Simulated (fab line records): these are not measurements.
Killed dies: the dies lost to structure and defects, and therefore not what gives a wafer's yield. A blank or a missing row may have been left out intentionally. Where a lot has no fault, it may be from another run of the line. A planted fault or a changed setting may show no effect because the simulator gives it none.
Problem report, 8D (eight disciplines) form, completed by code :: flow sfqLine :: the parts of the form that need people (team, actions taken, sign-off) are left out

1. THE ISSUE
biasW at SFQ_TRILAYER_I1_VIA_ETCH_VIA_ETCH_052 reads a mean of 96.61 W on 5 wafers of 3 lots; wafers without a fault read 79.97 W with a standard deviation of 0.24. Relative to the usual mean, that is a shift of +69 standard deviations.
The step: etches SiO2 in CHF3, stops on Nb, target depth 260 nm.
First seen on wafer L320.1, day 21 09:01, on rieDiel-01. The record holds 45 wafers of 15 lots with a number at this step. By rule, "out" or "out of limits" means more than 4 standard deviations away from the usual mean. Any other wafer with a number is counted as sound.

2. WHAT THIS IS AND IS NOT
question: which readings at this step
is: biasW
is not: drypumpMotorCurrentA, oesProductAu

question: which lots
is: L320, L322, L323
is not: L310, L311, L312, L313, L314, L316, L317, L318, L319, L329, L331, L332

question: which wafers of those lots
is: L320.1, L320.6, L322.5, L323.1, L323.5
is not: L320.2, L322.2, L322.6, L323.2

question: read on which tools
is: rieDiel-01
is not: rieDiel-02, rieDiel-04

question: when
is: from day 21 09:01
is not: up to then (28 sound wafers); but 12 sound wafers of L322, L323, L329, L331, L332 came after

3. WHAT RULES OUT EACH SUSPECT
Counting: any tool at a process step up to the reading remains a suspect provided it ran every lot that is out. Sound lots after the first of them don't rule it out here, since some wafers of a struck lot are sound.
- rieDiel-01 at SFQ_TRILAYER_I1_VIA_BARC_OPEN_VIA_ETCH_071 (etches BARC in O2, target depth 125 nm, time 41.7 s): kept. It processed each lot that is out (first: L320, day 21 08:58); up to then, its last sound lot is L318 (day 20 19:46).
- rieDiel-01 at SFQ_TRILAYER_I1_VIA_ETCH_VIA_ETCH_052 (etches SiO2 in CHF3, stops on Nb, target depth 260 nm): kept. It processed each lot that is out (first: L320, day 21 09:01); up to then, its last sound lot is L318 (day 20 19:49). Its own biasW readings are out on those wafers.
- At SFQ_TRILAYER_I1_VIA_BARC_OPEN_VIA_ETCH_071, inside rieDiel-01: chamber 0 took the wafers that are out, while their sound lot-mates went through chambers 1, 2, 3.
- At SFQ_TRILAYER_I1_VIA_ETCH_VIA_ETCH_052, inside rieDiel-01: chamber 0 took the wafers that are out, while their sound lot-mates went through chambers 1, 2, 3.
Left after counting: rieDiel-01 at SFQ_TRILAYER_I1_VIA_BARC_OPEN_VIA_ETCH_071, rieDiel-01 at SFQ_TRILAYER_I1_VIA_ETCH_VIA_ETCH_052.

4. THE CAUSE (what the simulator had put in)
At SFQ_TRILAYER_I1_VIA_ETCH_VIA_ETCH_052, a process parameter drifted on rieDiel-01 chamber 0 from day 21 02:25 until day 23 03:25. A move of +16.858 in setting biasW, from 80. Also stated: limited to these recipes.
Counting left 2 suspects, and this tool is among them.

5. SEQUENCE OF EFFECTS, ordered by route
Rows list readings where the struck wafers' mean (over those with a number) sits beyond 3 standard deviations from the usual. Only readings whose record carries a usual standard deviation are examined. hours: median over the lots of the time between each lot's start at the first step of this table that gives one and its start at this step. sigmas: the change, counted in usual standard deviations.
hours: 0
step: SFQ_TRILAYER_I1_VIA_ETCH_VIA_ETCH_052
reading: biasW
usual: 79.97 W
on struck wafers: 96.61
change: +16.64
sigmas: +69
Process steps it contains:
- SFQ_TRILAYER_I1_VIA_ETCH_VIA_ETCH_052: etches SiO2 in CHF3, stops on Nb, target depth 260 nm.
Later steps that measure or inspect, where all struck wafers having a row at the step show a number for every such reading and not one has moved that far: SFQ_M2_RS_MEAS_914.

6. WHAT WOULD HAVE CAUGHT IT SOONER
7 hours passed between the start of the fault at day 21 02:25 and the first reading out of limits in this record, taken at day 21 09:01.
